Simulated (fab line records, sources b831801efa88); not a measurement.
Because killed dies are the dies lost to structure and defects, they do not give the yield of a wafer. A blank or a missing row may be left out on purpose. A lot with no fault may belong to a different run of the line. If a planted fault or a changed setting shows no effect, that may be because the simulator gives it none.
Which of the tools did it? | flow gf180mcu | 24 lots with 72 wafers sampled at 3 steps, on a route of 602 steps

== WHAT EACH GAUGE READ, for each wafer ==
GF_V2_OVL_MEAS_15.
lot  | measured     | on         | V2_OVL (nm)
L074 | day 20 10:49 | overlay-02 | -1 2 7
L075 | day 21 04:12 | overlay-01 | -12 -1 -8
L076 | day 21 09:38 | overlay-01 | -2 2 -2
L077 | day 21 20:11 | overlay-01 | -3 -2 -7
L078 | day 22 02:41 | overlay-01 | 1 -3 -2
L079 | day 22 18:03 | overlay-01 | 1 -1 4
L080 | day 22 20:56 | overlay-02 | 0 -2 2
L081 | day 23 17:41 | overlay-01 | -6 -3 0
L082 | day 23 23:46 | overlay-02 | 5 7 -5
L083 | day 24 01:49 | overlay-01 | -10 -9 -11
L084 | day 24 12:07 | overlay-02 | -4 -9 -7
L085 | day 24 14:03 | overlay-02 | -2 3 1
L086 | day 25 02:36 | overlay-02 | -4 -8 -11
L087 | day 25 11:38 | overlay-02 | 5 4 3
L088 | day 25 19:14 | overlay-01 | 2 0 3
L089 | day 25 23:51 | overlay-01 | 3 3 2
L090 | day 26 08:50 | overlay-02 | 8 8 1
L091 | day 26 14:04 | overlay-02 | -5 -1 1
L092 | day 27 01:03 | overlay-01 | -4 -1 -3
L093 | day 27 04:59 | overlay-02 | 9 12 7
L094 | day 27 11:26 | overlay-01 | 7 2 1
L095 | day 27 22:09 | overlay-01 | 2 8 7
L096 | day 28 00:33 | overlay-01 | 3 -4 3
L097 | day 28 05:36 | overlay-01 | 8 7 10

GF_M3_OVL_MEAS_15.
lot  | measured     | on         | M3_OVL (nm)
L074 | day 21 13:03 | overlay-02 | 0 2 10
L075 | day 22 06:09 | overlay-01 | -5 2 -6
L076 | day 22 11:39 | overlay-01 | -6 -1 -1
L077 | day 22 21:53 | overlay-01 | -7 -3 -8
L078 | day 23 04:26 | overlay-01 | -8 -11 -11
L079 | day 23 18:22 | overlay-02 | 0 -4 2
L080 | day 23 21:08 | overlay-01 | 11 11 1
L081 | day 24 17:47 | overlay-02 | 7 -4 6
L082 | day 24 23:31 | overlay-01 | 14 5 6
L083 | day 25 01:51 | overlay-01 | 12 7 9
L084 | day 25 11:55 | overlay-02 | -5 -2 -5
L085 | day 25 13:28 | overlay-02 | 10 3 9
L086 | day 26 01:45 | overlay-01 | 7 8 6
L087 | day 26 11:06 | overlay-01 | 0 0 1
L088 | day 26 18:18 | overlay-02 | -13 -2 -5
L089 | day 26 22:33 | overlay-01 | -13 -13 -14
L090 | day 27 07:03 | overlay-02 | -9 -16 -11
L091 | day 27 12:08 | overlay-02 | -2 -2 -4
L092 | day 27 22:55 | overlay-02 | -2 5 -2
L093 | day 28 02:59 | overlay-01 | -12 -2 -2
L094 | day 28 08:56 | overlay-01 | 3 5 -1
L095 | day 28 19:16 | overlay-01 | 6 -1 -4
L096 | day 28 21:55 | overlay-01 | 6 -1 1
L097 | day 29 02:40 | overlay-01 | -1 9 1

GF_M4_OVL_MEAS_15.
lot  | measured     | on         | M4_OVL (nm)
L074 | day 23 14:54 | overlay-01 | -11 -7 -8
L075 | day 24 07:11 | overlay-01 | -1 -8 -1
L076 | day 24 12:27 | overlay-02 | -2 -2 7
L077 | day 24 22:15 | overlay-01 | 4 -6 -2
L078 | day 25 04:33 | overlay-02 | 8 1 7
L079 | day 25 17:18 | overlay-02 | 1 3 -3
L080 | day 25 20:53 | overlay-01 | 3 3 4
L081 | day 26 15:20 | overlay-01 | 6 7 5
L082 | day 26 21:05 | overlay-01 | -1 1 -4
L083 | day 26 23:30 | overlay-01 | 1 3 5
L084 | day 27 08:41 | overlay-01 | 2 0 -6
L085 | day 27 11:06 | overlay-02 | -1 1 -1
L086 | day 27 21:54 | overlay-02 | -2 -3 -5
L087 | day 28 06:59 | overlay-01 | -3 -8 -4
L088 | day 28 16:33 | overlay-01 | -2 5 1
L089 | day 28 18:37 | overlay-01 | 1 3 -2
L090 | day 29 02:04 | overlay-01 | 6 4 5
L091 | day 29 06:54 | overlay-02 | -5 -8 0
L092 | day 29 18:56 | overlay-01 | 5 10 11
L093 | day 29 20:12 | overlay-02 | 5 10 3
L094 | day 30 02:08 | overlay-01 | -3 -1 -2
L095 | day 30 12:18 | overlay-02 | 4 8 2
L096 | day 30 14:20 | overlay-01 | -1 -9 1
L097 | day 30 20:03 | overlay-01 | 5 -4 -2

== EACH LOT AND THE TOOL THAT RAN IT (in order: tool; ch and the chambers of the sampled wafers; start) ==
The record shows no process step preceding these readings.

== WHAT THE TOOLS THEMSELVES READ (means of the sampled wafers that have a number; where no wafer has one, the mark that the record gives instead) ==
The record holds no such reading with a usual standard deviation.

== THE ANSWER, worked out from the rows above alone ==
Rule: what is usual is taken from the lots themselves. The widest of any qualifying gaps counts: lots, ordered by their means at a reading, are off when they make up no more than a third of the lots, leave a main group of 4 or more, and stand apart from it by 3 or more times the standard deviation of that group's means. A main group is skipped when, at the precision printed for the reading in the tables above, its means are all equal. A lot without any number at a reading at which 4 lots or more have one is off too. All remaining lots with rows at the step are treated as sound. Order of review: gauges by route order, followed by the tools' own readings, for which a lot's mean as printed above is used. The first step at which some lot is off is used, and at that step the reading that is off furthest; a lot without a number counts as furthest.
No lot is off at any reading shown: from this, nothing can be told.

== WHAT THE SIMULATOR HAD INSERTED ==
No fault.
